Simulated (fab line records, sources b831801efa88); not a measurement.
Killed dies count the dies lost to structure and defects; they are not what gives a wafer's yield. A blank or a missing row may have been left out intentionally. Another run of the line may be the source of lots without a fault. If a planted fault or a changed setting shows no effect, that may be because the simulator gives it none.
fab line records    flow sky130
record: lots: 15  wafers: 45  lastDay: 51
route steps=708 shown PWDE@52 NWELL@63 VT_ADJUST_LVTN@102
lots that met no fault: taken from a fault-free run of the same line
startH: hours from the record's first day to the start of the lot's first wafer shown    waitH: hours elapsed since this lot's preceding step    " the same as in the row above    L1.1+2: several wafers, shown together as one row    - no value, or no start was given    * or withheld: withheld    < > ~ a bound
route shown NAME@n: a module of which the file shows steps, and the number in the route of the first    usual: mean/standard deviation of fault-free wafers    same: alike in all rows    chamber/n: place in a boat    sites: each site's reading    _std_site: standard deviation across them    _edge_site: the outer-site mean with the inner-site mean subtracted    radiusMm: for every site, how far away it sits from the centre of the wafer    mask NAME#n: copy n    behind: the last tool/chamber to shape the wafer    hold: cause of the lot's hold/its duration in hours/its outcome    device: names the non-switching transistor (n, p or np)    end of line: the route-end tests of the same wafers    step lacking rows: just its recipe    killed: dies that structure and defects cost at the first sort, which is not the same as the wafer's yield    map: shows each die of a wafer: x if killed, . if not, _ if none is there
set.NAME: the setting as run; set.NAME@STEP: as run at that earlier step    model.NAME: the simulator's own value behind a step, which no gauge read
one table for each step of the route and one row for each wafer, over a sample of lots
services: from which hour (startH, from the record's first day; less than 0 if before it) a tool's chamber was out of use, for how many hours, and why
== steps ==
step: SKY_PWDE_OVL_MEAS_07
usual: PWDE_OVL: 0.9/1.3
lot.wafer  tool        chamber  startH  waitH  PWDE_OVL[nm]
L374.1     overlay-01  -        84.76   -      1.1
L374.3     "           -        "       "      1.3
L374.5     "           -        "       "      -0.1
L375.1     overlay-01  -        91.14   -      1.5
L375.5     "           -        "       "      3.1
L375.6     "           -        "       "      3.0
L376.4     overlay-02  -        95.46   -      1.0
L376.5     "           -        "       "      1.9
L376.6     "           -        "       "      0.2
L378.2     overlay-02  -        104.15  -      1.3
L378.4     "           -        "       "      1.0
L378.5     "           -        "       "      1.8
L379.4     overlay-01  -        113.31  -      1.4
L379.5     "           -        "       "      -0.3
L379.6     "           -        "       "      0.6
L380.2     overlay-01  -        116.82  -      0.6
L380.4     "           -        "       "      1.0
L380.6     "           -        "       "      1.8
L382.1     overlay-01  -        128.89  -      0.8
L382.3     "           -        "       "      0.8
L382.4     "           -        "       "      -0.5
L383.1     overlay-01  -        132.51  -      -2.0
L383.3     "           -        "       "      -0.5
L383.4     "           -        "       "      1.1
L384.1     overlay-01  -        139.67  -      2.2
L384.3     "           -        "       "      0.8
L384.5     "           -        "       "      1.3
L385.2     overlay-01  -        142.46  -      1.8
L385.4     "           -        "       "      1.2
L385.5     "           -        "       "      1.7
L386.2     overlay-01  -        148.96  -      -0.7
L386.4     "           -        "       "      0.2
L386.6     "           -        "       "      -0.7
L388.4     overlay-02  -        162.51  -      1.1
L388.5     "           -        "       "      0.4
L388.6     "           -        "       "      0.9
L393.1     overlay-02  -        197.01  -      1.6
L393.4     "           -        "       "      2.2
L393.5     "           -        "       "      3.2
L394.2     overlay-02  -        197.45  -      3.3
L394.4     "           -        "       "      1.7
L394.5     "           -        "       "      1.6
L395.2     overlay-01  -        203.77  -      -0.3
L395.5     "           -        "       "      0.2
L395.6     "           -        "       "      -0.6
step: SKY_NWELL_OVL_MEAS_10
usual: NWELL_00_OVL: 0.4/1.2
lot.wafer  tool        chamber  startH  waitH  NWELL_00_OVL[nm]
L374.1     overlay-02  -        103.79  -      -0.6
L374.3     "           -        "       "      -0.2
L374.5     "           -        "       "      -0.7
L375.1     overlay-01  -        110.17  -      -0.2
L375.5     "           -        "       "      0.4
L375.6     "           -        "       "      -1.0
L376.4     overlay-01  -        115.29  -      0.4
L376.5     "           -        "       "      0.1
L376.6     "           -        "       "      0.8
L378.2     overlay-01  -        124.57  -      0.8
L378.4     "           -        "       "      0.5
L378.5     "           -        "       "      1.3
L379.4     overlay-02  -        132.81  -      1.3
L379.5     "           -        "       "      1.8
L379.6     "           -        "       "      1.8
L380.2     overlay-01  -        136.72  -      -0.9
L380.4     "           -        "       "      0.3
L380.6     "           -        "       "      0.1
L382.1     overlay-02  -        149.12  -      -0.8
L382.3     "           -        "       "      -1.9
L382.4     "           -        "       "      -0.4
L383.1     overlay-01  -        153.82  -      0.3
L383.3     "           -        "       "      -0.6
L383.4     "           -        "       "      0.6
L384.1     overlay-01  -        160.57  -      0.5
L384.3     "           -        "       "      -0.2
L384.5     "           -        "       "      -0.3
L385.2     overlay-01  -        164.37  -      -0.9
L385.4     "           -        "       "      1.1
L385.5     "           -        "       "      0.9
L386.2     overlay-02  -        170.47  -      -0.3
L386.4     "           -        "       "      -1.1
L386.6     "           -        "       "      -1.4
L388.4     overlay-02  -        184.96  -      0.5
L388.5     "           -        "       "      1.8
L388.6     "           -        "       "      0.2
L393.1     overlay-02  -        219.69  -      1.1
L393.4     "           -        "       "      1.6
L393.5     "           -        "       "      1.9
L394.2     overlay-02  -        220.32  -      2.7
L394.4     "           -        "       "      2.5
L394.5     "           -        "       "      2.4
L395.2     overlay-01  -        226.55  -      0.3
L395.5     "           -        "       "      -0.4
L395.6     "           -        "       "      -0.7
step: SKY_NWELL_STRIP_25
recipe: chemistry: O2/N2  powerW: 1400  pressureMtorr: 1500  platenTempC: withheld  o2FlowSccm: 3000  n2FlowSccm: 300  overashFraction: 0.5
usual: drypumpMotorCurrentA: 5.77/0.15  n2FlowSccm: 300.0/0.87  oesProductAu: 0.722/0.0047  stripTimeToEndpointS: 36.94/0.097
lot.wafer  tool            chamber  startH  waitH  drypumpMotorCurrentA  n2FlowSccm  oesProductAu  rfHoursCounterH  stripTimeToEndpointS
L374.1     plasmaAsher-02  0        124.43  0.1    5.93                  299.0       0.722         31               36.94
L374.3     "               0        "       "      5.91                  300.1       0.722         -                36.79
L374.5     "               1        "       "      5.69                  302.2       0.716         -                36.85
L375.1     plasmaAsher-01  0        131.35  0.1    5.58                  302.8       0.721         45               36.84
L375.5     "               1        "       "      5.75                  299.7       0.724         -                37.00
L375.6     "               0        "       "      5.56                  300.8       0.722         -                36.93
L376.4     plasmaAsher-01  0        135.99  0.1    5.56                  299.8       0.724         -                36.90
L376.5     "               0        "       "      5.57                  300.1       0.721         -                37.00
L376.6     "               1        "       "      5.74                  299.2       0.721         -                36.88
L378.2     plasmaAsher-02  1        145.75  0.1    5.76                  299.8       0.722         33               37.04
L378.4     "               1        "       "      5.69                  301.3       0.719         -                36.96
L378.5     "               1        "       "      5.71                  300.0       0.721         -                37.04
L379.4     plasmaAsher-04  0        154.39  0.1    6.01                  299.3       0.719         -                36.90
L379.5     "               1        "       "      5.76                  300.1       0.722         -                36.91
L379.6     "               0        "       "      6.00                  300.2       0.727         -                36.92
L380.2     plasmaAsher-01  0        158.28  0.1    5.57                  300.4       0.721         47               37.04
L380.4     "               1        "       "      5.72                  299.3       0.713         -                37.13
L380.6     "               0        "       "      5.57                  300.3       0.724         -                37.03
L382.1     plasmaAsher-01  1        171.00  0.1    5.78                  299.2       0.724         49               37.05
L382.3     "               1        "       "      5.77                  298.5       0.730         -                37.00
L382.4     "               0        "       "      5.57                  298.4       0.720         -                37.02
L383.1     plasmaAsher-01  1        176.45  0.1    5.78                  299.6       0.712         49               36.69
L383.3     "               1        "       "      5.75                  299.5       0.713         -                36.91
L383.4     "               0        "       "      5.56                  298.9       0.735         -                36.86
L384.1     plasmaAsher-02  0        182.73  0.1    5.97                  299.8       0.721         35               36.85
L384.3     "               0        "       "      5.97                  301.0       0.731         -                36.92
L384.5     "               1        "       "      5.70                  300.1       0.711         -                36.85
L385.2     plasmaAsher-02  0        187.13  0.1    5.95                  299.3       0.725         36               36.96
L385.4     "               0        "       "      5.98                  298.6       0.716         -                37.02
L385.5     "               0        "       "      5.92                  300.7       0.721         -                37.13
L386.2     plasmaAsher-01  1        193.68  0.1    5.74                  299.3       0.725         51               37.04
L386.4     "               1        "       "      5.75                  300.8       0.727         -                36.95
L386.6     "               0        "       "      5.56                  300.4       0.721         -                36.99
L388.4     plasmaAsher-04  0        209.01  0.1    6.05                  300.3       0.718         -                36.84
L388.5     "               0        "       "      6.04                  300.0       0.723         -                36.80
L388.6     "               1        "       "      5.77                  299.3       0.728         -                36.85
L393.1     plasmaAsher-04  1        243.15  0.1    5.77                  300.0       0.729         12               36.94
L393.4     "               1        "       "      5.76                  301.2       0.723         -                36.87
L393.5     "               1        "       "      5.77                  300.6       0.713         -                36.98
L394.2     plasmaAsher-02  1        244.05  0.1    5.74                  300.5       0.722         42               36.86
L394.4     "               0        "       "      5.91                  301.0       0.727         -                36.76
L394.5     "               0        "       "      6.00                  300.6       0.724         -                36.81
L395.2     plasmaAsher-04  1        250.23  0.1    5.77                  300.7       0.728         13               36.75
L395.5     "               1        "       "      5.79                  300.0       0.719         -                36.79
L395.6     "               0        "       "      6.00                  299.5       0.712         -                36.84
step: SKY_VT_ADJUST_LVTN_PEB_05
recipe: tempC: 115  timeS: withheld
usual: chillPlateTempC: 23.00/0.11  exhaustPa: 45.0/0.91  resistLineTempC: 23.00/0.12
lot.wafer  tool           chamber  startH  waitH  chillPlateTempC  exhaustPa  resistLineTempC
L374.1     lithoTrack-02  0        166     -      22.91            45.2       22.97
L374.3     "              0        "       "      23.15            45.2       23.03
L374.5     "              0        "       "      22.91            46.1       23.07
L375.1     lithoTrack-02  0        174     -      22.97            46.3       23.05
L375.5     "              0        "       "      23.09            45.5       22.97
L375.6     "              0        "       "      22.97            43.5       23.15
L376.4     lithoTrack-04  0        179     -      23.11            46.2       22.97
L376.5     "              0        "       "      23.12            44.7       23.07
L376.6     "              0        "       "      23.10            45.8       22.88
L378.2     lithoTrack-03  0        189     -      22.96            45.6       23.01
L378.4     "              0        "       "      22.88            46.4       23.22
L378.5     "              0        "       "      22.91            46.0       23.20
L379.4     lithoTrack-03  0        199     -      23.05            44.0       22.88
L379.5     "              0        "       "      23.17            43.2       22.98
L379.6     "              0        "       "      23.17            43.7       23.00
L380.2     lithoTrack-02  0        203     -      22.77            46.2       22.98
L380.4     "              0        "       "      22.96            45.1       22.89
L380.6     "              0        "       "      22.99            44.9       23.02
L382.1     lithoTrack-03  0        216     -      23.02            45.0       22.77
L382.3     "              0        "       "      23.07            43.5       22.95
L382.4     "              0        "       "      22.92            43.1       22.84
L383.1     lithoTrack-02  0        222     -      22.71            44.9       23.04
L383.3     "              0        "       "      22.88            45.7       23.01
L383.4     "              0        "       "      23.05            45.6       23.07
L384.1     lithoTrack-04  -        228     -      -                -          -
L384.3     "              -        "       "      -                -          -
L384.5     "              -        "       "      -                -          -
L385.2     lithoTrack-04  -        234     -      -                -          -
L385.4     "              -        "       "      -                -          -
L385.5     "              -        "       "      -                -          -
L386.2     lithoTrack-04  -        239     -      -                -          -
L386.4     "              -        "       "      -                -          -
L386.6     "              -        "       "      -                -          -
L388.4     lithoTrack-02  0        254     -      22.95            44.1       23.02
L388.5     "              0        "       "      22.96            44.2       23.19
L388.6     "              0        255     -      22.99            44.0       23.10
L393.1     lithoTrack-04  0        292     -      22.92            44.5       23.06
L393.4     "              0        "       "      22.86            47.2       22.94
L393.5     "              0        "       "      22.90            45.6       23.00
L394.2     lithoTrack-03  0        293     -      23.05            45.2       23.01
L394.4     "              0        "       "      23.05            45.4       23.02
L394.5     "              0        "       "      22.84            44.5       23.00
L395.2     lithoTrack-02  0        300     -      22.91            45.1       22.89
L395.5     "              0        "       "      22.74            43.8       22.91
L395.6     "              0        "       "      22.90            43.4       22.83
== services ==
tool            chamber  startH  hours  kind
plasmaAsher-02  -        107.91  0.4    repair
plasmaAsher-04  -        108.75  9.0    pm
plasmaAsher-04  0        108.75  9.0    ventCycle
plasmaAsher-04  1        108.75  9.0    ventCycle
plasmaAsher-04  0        117.75  -      clean
plasmaAsher-04  1        117.75  -      clean
plasmaAsher-04  -        131.69  2.8    pm
plasmaAsher-01  -        141.17  2.5    repair
plasmaAsher-02  -        148.19  15.6   pm
plasmaAsher-04  -        182.24  1.1    repair
plasmaAsher-01  -        234.57  3.1    repair
== key ==
firstSign: step: SKY_VT_ADJUST_LVTN_PEB_05  reading: toolRecord  direction: missing
effect none on later readings
metAt SKY_VT_ADJUST_LVTN_PEB_05
struckLots L384,L385,L386
sortLeftOut L384.1,L384.3,L384.5,L385.2,L385.4,L385.5,L386.2,L386.4,L386.6
testerLeftOut L384,L385,L386
notActingAt SKY_PWDE_OVL_MEAS_07,SKY_NWELL_OVL_MEAS_10,SKY_NWELL_STRIP_25
onsetBetween 179 228
fault: kind: skippedStepWhole  tool: lithoTrack-04  chamber: -  onsetH: 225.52  steps: SKY_VT_ADJUST_LVTN_PEB_05  scope: struckLotsOnly
testerLeftOut: of these lots the tester's yield and bins aren't shown, on N5 and GAA mostly nor the transistor test; their killed dies are dies lost to structure and defects alone, not to doping, threshold or leakage, so they don't give the yield
sortLeftOut: the simulated sort isn't trusted on such a fault, so these wafers' sort isn't shown, and their yield isn't known
